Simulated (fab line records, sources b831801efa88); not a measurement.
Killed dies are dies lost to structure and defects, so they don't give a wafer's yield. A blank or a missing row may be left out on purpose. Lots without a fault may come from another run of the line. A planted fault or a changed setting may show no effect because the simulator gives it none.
One fault seen from 2 desks | flow sky130 | each desk has only its own numbers; what lay behind them comes last

THE METROLOGY DESK
What the gauges read, lot by lot, whatever tool the lot ran on: means of the sampled wafers that have a number. A lot is out of limits, marked OUT, if its mean lies more than 4 standard deviations from the usual mean; the brackets give that distance.
Columns: A = INCOMING_BOW at SKY_FIELD_ISO_BOW_MEAS_00, usual 0 um; B = cd_nm at SKY_VT_ADJUST_HVTP_CD_MEAS_07, usual 379.7 nm; C = VT_ADJUST_HVTP_OVL at SKY_VT_ADJUST_HVTP_OVL_MEAS_08, usual -0.3 nm; D = VIA2_HDPCVD_THK at SKY_VIA2_THK_MEAS_01, usual 1176 nm
lot  | first seen here | A  | B     | C    | D
L619 | day 1 15:04     | 4  | 379.8 | -0.6 | 1195
L620 | day 1 20:00     | -3 | 382.1 | 3.4  | 1177
L621 | day 2 01:00     | 1  | 378.7 | -1.3 | 1185
L622 | day 2 06:01     | -3 | 381.0 | -1.4 | 1176
L624 | day 2 16:00     | -5 | 374.3 | -1.6 | 1177
L625 | day 2 21:02     | 5  | 381.9 | -0.2 | 1190
L627 | day 3 07:01     | 1  | 382.5 | 0.9  | 1182
L629 | day 3 17:01     | -5 | 381.1 | -2.2 | 1183
L630 | day 3 22:01     | 4  | 382.4 | -0.2 | 1168
L631 | day 4 03:00     | -1 | 380.3 | 0.1  | 1169
L632 | day 4 08:00     | -1 | 382.1 | -0.8 | 1154
L640 | day 6 00:00     | 2  | 380.1 | -0.9 | 1148
This desk's finding: nothing out of limits on any of the 12 lots.

THE TOOL OWNER'S DESK: hdpcvd-01
The tool's own readings at SKY_VIA2_HDPCVD_00 (deposits SiO2, target thk 1180 nm, time 196.7 s): means of the sampled wafers that have a number, for each lot that ran on this tool. A lot is out of limits, marked OUT, if its mean lies more than 4 standard deviations from the usual mean; the brackets give that distance.
Columns: A = run_length_s at SKY_VIA2_HDPCVD_00, usual 225.0 s; B = sih4_flow_sccm at SKY_VIA2_HDPCVD_00, usual 59.98 sccm
lot  | first seen here | A                | B
L620 | day 35 13:55    | 224.4            | 59.81
L625 | day 37 11:58    | 225.1            | 60.00
L629 | day 38 19:10    | 224.5            | 59.91
L630 | day 38 23:40    | 224.5            | 60.07
L631 | day 39 15:59    | 224.5            | 59.99
L632 | day 40 07:07    | 221.4 (-5.8) OUT | 60.12
L640 | day 41 17:37    | 221.6 (-5.4) OUT | 60.13
This desk's finding: out of limits on L632, L640; first on L632, day 40 07:07 (run_length_s at SKY_VIA2_HDPCVD_00). In limits: L620, L625, L629, L630, L631.

PUT TOGETHER
The tool owner's desk could have raised an alarm at day 40 07:07, on L632, L640.
The metrology desk saw nothing out of limits.
The metrology desk has L632, L640 on record, within its limits.
Of the lots named, all ran SKY_VIA2_HDPCVD_00 on hdpcvd-01.

WHAT THE SIMULATOR HAD PUT IN
Process parameter drift: hdpcvd-01, from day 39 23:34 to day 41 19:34, at SKY_VIA2_HDPCVD_00. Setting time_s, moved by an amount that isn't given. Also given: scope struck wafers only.
Lots struck among those shown: L632, L640.
Hours from the fault's start to each desk's first reading out of limits: the tool owner's desk, 8.
